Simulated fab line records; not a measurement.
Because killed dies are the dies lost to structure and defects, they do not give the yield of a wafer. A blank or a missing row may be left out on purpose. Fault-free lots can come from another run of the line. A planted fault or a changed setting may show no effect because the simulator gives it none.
Split-lot study -- flow sky130 -- route with 708 steps; 5 lots, 23 wafers read

## SPLIT DETAILS
At SKY_VIA1_SPUTTER_20 (material TiN, target thk 20 nm, time 80 s), the setting chamberPressurePa was moved away from the recipe's 5 Pa on 15 of the 23 wafers read, by -11.2% to +12.6%. All remaining wafers had this setting at the recipe value.

The reading comes from the split's own step.

## THE READING
TiN_of_VIA1_SPUTTER_20.thkNm (the simulator's own value, which no gauge read), in nm, at SKY_VIA1_SPUTTER_20 (material TiN, target thk 20 nm, time 80 s). There is no usual value for it anywhere in the file. The 8 wafers here that ran the recipe average 19.89 nm, standard deviation 0.3 nm.

wafer,"tool, chamber at the split","chamberPressurePa as run, Pa",against the recipe,"TiN_of_VIA1_SPUTTER_20.thkNm, nm",against lot-mates on the recipe
L077.1,"pvdSputter-01, -",5.63,+12.6%,17.18,no lot-mate on the recipe
L077.2,"pvdSputter-01, -",5.63,+12.6%,17.56,no lot-mate on the recipe
L077.3,"pvdSputter-01, -",5.63,+12.6%,17.64,no lot-mate on the recipe
L077.4,"pvdSputter-01, -",5.63,+12.6%,17.65,no lot-mate on the recipe
L077.5,"pvdSputter-01, -",5.63,+12.6%,17.44,no lot-mate on the recipe
L079.1,"pvdSputter-04, -",5,recipe,19.6,-
L079.2,"pvdSputter-04, -",5,recipe,19.51,-
L079.3,"pvdSputter-04, -",5,recipe,19.49,-
L079.4,"pvdSputter-04, -",5,recipe,20.14,-
L079.5,"pvdSputter-04, -",5,recipe,19.98,-
L080.2,"pvdSputter-04, -",5.26,+5.2%,18.97,no lot-mate on the recipe
L080.3,"pvdSputter-04, -",5.26,+5.2%,19.04,no lot-mate on the recipe
L080.4,"pvdSputter-04, -",5.26,+5.2%,19.05,no lot-mate on the recipe
L080.5,"pvdSputter-04, -",5.26,+5.2%,19.51,no lot-mate on the recipe
L080.6,"pvdSputter-04, -",5.26,+5.2%,19.17,no lot-mate on the recipe
L083.1,"pvdSputter-03, -",4.438,-11.2%,22.55,no lot-mate on the recipe
L083.3,"pvdSputter-03, -",4.438,-11.2%,22.32,no lot-mate on the recipe
L083.4,"pvdSputter-03, -",4.438,-11.2%,22.36,no lot-mate on the recipe
L083.5,"pvdSputter-03, -",4.438,-11.2%,22.37,no lot-mate on the recipe
L083.6,"pvdSputter-03, -",4.438,-11.2%,22.69,no lot-mate on the recipe
L085.1,"pvdSputter-03, -",5,recipe,20.12,-
L085.2,"pvdSputter-03, -",5,recipe,19.93,-
L085.4,"pvdSputter-03, -",5,recipe,20.36,-

THE FIT
A straight line over all 23 wafers: TiN_of_VIA1_SPUTTER_20.thkNm changes by -0.205 nm for each +1% of chamberPressurePa; r = -0.99; the points scatter about the line by 0.27 nm.
Too few moved wafers with a lot-mate on the recipe to fit a line net of each lot's own level.

## FILE'S OWN FIT
TiN_of_VIA1_SPUTTER_20.thkNm changes by -0.205 nm for each +1% of chamberPressurePa, r = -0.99.
